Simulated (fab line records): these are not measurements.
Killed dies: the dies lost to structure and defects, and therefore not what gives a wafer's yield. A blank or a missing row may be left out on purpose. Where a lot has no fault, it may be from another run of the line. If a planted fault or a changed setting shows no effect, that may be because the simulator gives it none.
Split-lot trial / flow sfq line / route with 325 steps; 5 lots, 23 wafers read

== ON THE SPLIT ==
At SFQ_TRILAYER_I6_VIA_LITHO_EXPOSE_170 (exposes mask I6, target cd 700 nm), the setting dose mj was moved away from the recipe's 21.3 on 7 of the 23 wafers read, by -7.4% to -5.3%. All remaining wafers had this setting at the recipe value.

Split to reading: the file shows no intervening step.

== THE READING ==
I6.cd nm (the simulator's own value, which no gauge read), in nm, at SFQ_TRILAYER_I6_VIA_BARC_OPEN_VIA_ETCH_235 (etches BARC in O2, target depth 125 nm, time 41.7 s). No usual value for it is given in the file. Average 700.0 nm, standard deviation 1.8 nm, over the 16 wafers here run with the recipe.

wafer=L074.1; tool, chamber at the split=krf scanner-01, 0; dose mj as run=21.3; against the recipe=recipe; I6.cd nm, nm=698.1; against lot-mates on the recipe=-
wafer=L074.3; tool, chamber at the split=krf scanner-01, 0; dose mj as run=21.3; against the recipe=recipe; I6.cd nm, nm=697.9; against lot-mates on the recipe=-
wafer=L074.4; tool, chamber at the split=krf scanner-01, 0; dose mj as run=21.3; against the recipe=recipe; I6.cd nm, nm=701.5; against lot-mates on the recipe=-
wafer=L074.5; tool, chamber at the split=krf scanner-01, 0; dose mj as run=19.87; against the recipe=-6.7%; I6.cd nm, nm=687.6; against lot-mates on the recipe=-11.6
wafer=L074.6; tool, chamber at the split=krf scanner-01, 0; dose mj as run=19.87; against the recipe=-6.7%; I6.cd nm, nm=686.8; against lot-mates on the recipe=-12.4
wafer=L076.1; tool, chamber at the split=krf scanner-01, 0; dose mj as run=19.72; against the recipe=-7.4%; I6.cd nm, nm=688.3; against lot-mates on the recipe=-11.0
wafer=L076.3; tool, chamber at the split=krf scanner-01, 0; dose mj as run=21.3; against the recipe=recipe; I6.cd nm, nm=698.8; against lot-mates on the recipe=-
wafer=L076.4; tool, chamber at the split=krf scanner-01, 0; dose mj as run=21.3; against the recipe=recipe; I6.cd nm, nm=699.9; against lot-mates on the recipe=-
wafer=L076.5; tool, chamber at the split=krf scanner-01, 0; dose mj as run=19.72; against the recipe=-7.4%; I6.cd nm, nm=686.6; against lot-mates on the recipe=-12.7
wafer=L076.6; tool, chamber at the split=krf scanner-01, 0; dose mj as run=19.72; against the recipe=-7.4%; I6.cd nm, nm=686.4; against lot-mates on the recipe=-12.9
wafer=L077.2; tool, chamber at the split=krf scanner-01, 0; dose mj as run=20.17; against the recipe=-5.3%; I6.cd nm, nm=690.4; against lot-mates on the recipe=-8.7
wafer=L077.3; tool, chamber at the split=krf scanner-01, 0; dose mj as run=21.3; against the recipe=recipe; I6.cd nm, nm=697.9; against lot-mates on the recipe=-
wafer=L077.4; tool, chamber at the split=krf scanner-01, 0; dose mj as run=21.3; against the recipe=recipe; I6.cd nm, nm=701; against lot-mates on the recipe=-
wafer=L077.5; tool, chamber at the split=krf scanner-01, 0; dose mj as run=20.17; against the recipe=-5.3%; I6.cd nm, nm=692.7; against lot-mates on the recipe=-6.4
wafer=L077.6; tool, chamber at the split=krf scanner-01, 0; dose mj as run=21.3; against the recipe=recipe; I6.cd nm, nm=698.4; against lot-mates on the recipe=-
wafer=L083.1; tool, chamber at the split=krf scanner-02, 0; dose mj as run=21.3; against the recipe=recipe; I6.cd nm, nm=698.7; against lot-mates on the recipe=-
wafer=L083.2; tool, chamber at the split=krf scanner-02, 0; dose mj as run=21.3; against the recipe=recipe; I6.cd nm, nm=701.3; against lot-mates on the recipe=-
wafer=L083.3; tool, chamber at the split=krf scanner-02, 0; dose mj as run=21.3; against the recipe=recipe; I6.cd nm, nm=703.8; against lot-mates on the recipe=-
wafer=L083.4; tool, chamber at the split=krf scanner-02, 0; dose mj as run=21.3; against the recipe=recipe; I6.cd nm, nm=701; against lot-mates on the recipe=-
wafer=L083.5; tool, chamber at the split=krf scanner-02, 0; dose mj as run=21.3; against the recipe=recipe; I6.cd nm, nm=702.1; against lot-mates on the recipe=-
wafer=L085.2; tool, chamber at the split=krf scanner-01, 0; dose mj as run=21.3; against the recipe=recipe; I6.cd nm, nm=698.4; against lot-mates on the recipe=-
wafer=L085.4; tool, chamber at the split=krf scanner-01, 0; dose mj as run=21.3; against the recipe=recipe; I6.cd nm, nm=702.1; against lot-mates on the recipe=-
wafer=L085.5; tool, chamber at the split=krf scanner-01, 0; dose mj as run=21.3; against the recipe=recipe; I6.cd nm, nm=698.3; against lot-mates on the recipe=-

FIT RESULTS
A straight line over all 23 wafers: I6.cd nm changes by +1.76 nm for each +1% of dose mj; r = +0.96; the points scatter about the line by 1.7 nm.
The same after taking each lot's own level away (the mean of its wafers on the recipe; 23 wafers): +1.65 nm for each +1%; r = +0.96; scatter 1.5 nm.
The reading moves by 12 nm for the largest change in dose mj, on that fit.
Across the lots, their own levels run from 699.10 to 701.38 nm, a range of 1.3 times the standard deviation given above.
The two slopes agree, so the slope changes little with the lot-to-lot level.
Check: -12.5 nm against its lot-mates is what the line predicts for one of the wafers moved furthest among these (-7.4%) when that wafer is left out of the fit. It came out at -11 nm against them.

== THESE WAFERS: OTHER SPLITS ==
Note: prior to the reading, these wafers also went through further splits. Each is held against what the fit with the lots' levels taken away leaves over:
other split on the same wafers=SFQ_TRILAYER_M6_LITHO_COAT_159 resist thk nm; wafers away from the commonest value=7; r with I6.cd nm (lot level and that fit taken away)=-0.10
other split on the same wafers=SFQ_TRILAYER_M6_ETCH_METAL_ETCH_162 bias w; wafers away from the commonest value=4; r with I6.cd nm (lot level and that fit taken away)=-0.08

== THE FILE'S OWN FIT ==
I6.cd nm changes by +1.65 nm for each +1% of dose mj, r = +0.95.
